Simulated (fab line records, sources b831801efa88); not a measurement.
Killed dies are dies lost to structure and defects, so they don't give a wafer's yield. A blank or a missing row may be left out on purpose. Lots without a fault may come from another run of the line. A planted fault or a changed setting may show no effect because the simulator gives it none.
A struck lot beside a sound one | flow sky130 | 34 steps out of a route of 708
Sound: wafers L741.1, L741.3, L741.6. Struck: wafers L751.3, L751.6. (L751.4 of the same lot was not struck and is left out.) The cause comes at the end.
At each step with rows: each side's tool, then ch and its chambers, then its first start. Under that, the readings that differ: sound wafers | struck wafers | difference of the means | sigmas: that difference in standard deviations of wafers without a fault.
alike: readings whose means differ by less than 2 such deviations, and words and numbers that are the same on both sides. not compared: withheld readings, readings that some wafer has no value for, bounds like >300 that may hide the same value, and numbers for which the record gives no deviation and whose values overlap.
The two part at a step that has a row with sigmas, a row that says differs or no value, or rows on one side only. Numbers that don't overlap but have no deviation are shown without sigmas and don't part them. A reading that every wafer of one side lacks parts them only if that side has two wafers or more.

first, 9 steps without rows for these wafers: SKY_METAL4_DESCUM_15 (chemistry O2, time 8 s); SKY_METAL4_ETCH_16 (etches BARC in N2/H2, stops on SiO2, time 88.2 s, target depth 60 nm); SKY_METAL4_ETCH_17 (etches SiO2 in C4F8/O2/Ar, stops on TiN, time 3.9 s, target depth 15 nm); SKY_METAL4_METAL_ETCH_18 (etches the open film in Cl2/BCl3, stops on SiO2, target depth 845 nm, time 183.1 s); SKY_METAL4_STRIP_19 (strips in O2/N2); SKY_METAL4_STRIP_20 (strips in post etch residue remover, time 1200 s); SKY_METAL4_CLEAN_21 (cleans in IPA, time 180 s); SKY_METAL4_CLEAN_22 (cleans in O3/DIW); SKY_VIA4_HDPCVD_00 (deposits SiO2, target thk 1750 nm, time 291.7 s).
SKY_VIA4_CMP_02: polishes SiO2.
  sound on cmp-02 ch 0,1,3, day 41 13:07; struck on cmp-02 ch 0, day 44 15:26
  alike: motor_current_A, slurry_filter_dp_kPa
then, 23 steps without rows for these wafers: SKY_VIA4_DEHYDRATE_04 (time 60 s); SKY_VIA4_HMDS_05 (prime time 60 s); SKY_VIA4_COAT_06 (resist thk 1140 nm); SKY_VIA4_SOFTBAKE_07 (time 60 s); SKY_VIA4_EXPOSE_08 (exposes mask VIM4, target cd 800 nm); SKY_VIA4_PEB_09; SKY_VIA4_DEVELOP_10 (develop time 60 s); SKY_VIA4_ETCH_12 (etches SiO2 in C4F8/O2/Ar, stops on TiN, target depth 580 nm); SKY_VIA4_STRIP_13 (strips in O2/N2); SKY_VIA4_STRIP_14 (strips in post etch residue remover, time 1200 s); SKY_VIA4_CLEAN_15 (cleans in IPA, time 180 s); SKY_VIA4_CLEAN_16 (cleans in O3/DIW); SKY_VIA4_SPUTTER_17 (material TiN, target thk 20 nm, time 80 s); SKY_VIA4_CVD_18 (deposits W, target thk 505 nm, time 152.14 s); SKY_VIA4_CMP_21 (polishes, stops on SiO2, t overpolish 25 s, target thk 0 nm); SKY_METAL5_SPUTTER_00 (material Ti, target thk 15 nm, time 10 s); SKY_METAL5_SPUTTER_01 (material TiN, target thk 20 nm, time 16.7 s); SKY_METAL5_SPUTTER_02 (material AlCu, target thk 1150 nm, time 61.2 s); SKY_METAL5_SPUTTER_03 (material Ti, target thk 5 nm, time 3.3 s); SKY_METAL5_SPUTTER_04 (material TiN, target thk 70 nm, time 58.3 s); SKY_METAL5_DEHYDRATE_07 (time 60 s); SKY_METAL5_HMDS_08 (prime time 60 s); SKY_METAL5_COAT_09 (resist thk 1800 nm).
-- the record jumps here: 4 days lie between the struck wafers' starts before and after (it left off in module METAL5 and takes up again in module PAD_OPEN, whose first step shown is number 708 of the route) --
SKY_PAD_OPEN_PROBE_99:
  sound on prober-01, day 45 13:01; struck on prober-01, day 48 05:31
  reading                               | sound             | struck      | difference | sigmas
  defect_limited_yield (%)              | 82.7 80.1 85.8    | 65.7 62.8   | -18.6      | -10
  killed_at_M4_up                       | 4 4 0             | 104 108     | +103       | +49
  killed_dies                           | 85 98 70          | 169 183     | +92        | +10
  killed_on_rim                         | 17 22 16          | 32 37       | +16        | +4
  sort_bin_3_pad_short (%)              | 0.6 1.2 1.2       | 2.2 1.6     | +0.9       | +2
  sort_bin_5_function (%)               | 11.6 11.4 8.7     | 21.1 24.2   | +12.1      | +8
  sort_bin_6_memory (%)                 | 5.1 7.3 4.3       | 11.0 11.4   | +5.6       | +5
  sort_n_pass                           | 407 394 422       | 323 309     | -92        | -10
  sort_yield_pct (%)                    | 82.7 80.1 85.8    | 65.7 62.8   | -18.6      | -10
  model.etest.tester.sort_n_pass        | 407 394 422       | 323 309     | -92        |
  model.etest.tester.sort_yield_pct (%) | 82.72 80.08 85.77 | 65.65 62.8  | -18.63     |
  model.etest.tester.sort_bin_5_pct (%) | 11.59 11.38 8.74  | 21.14 24.19 | +12.09     |
  model.etest.tester.sort_bin_6_pct (%) | 5.081 7.317 4.268 | 10.98 11.38 | +5.62      |
  model.etest.tester.sort_bin_3_pct (%) | 0.6098 1.22 1.22  | 2.236 1.626 | +0.914     |
  alike: killed_at_M0_to_M3, killed_at_contacts, killed_at_front_end, killed_at_other, killed_open, killed_short

WHERE THEY PART
Only at SKY_PAD_OPEN_PROBE_99, within this record.

WHY: what the simulator had put in
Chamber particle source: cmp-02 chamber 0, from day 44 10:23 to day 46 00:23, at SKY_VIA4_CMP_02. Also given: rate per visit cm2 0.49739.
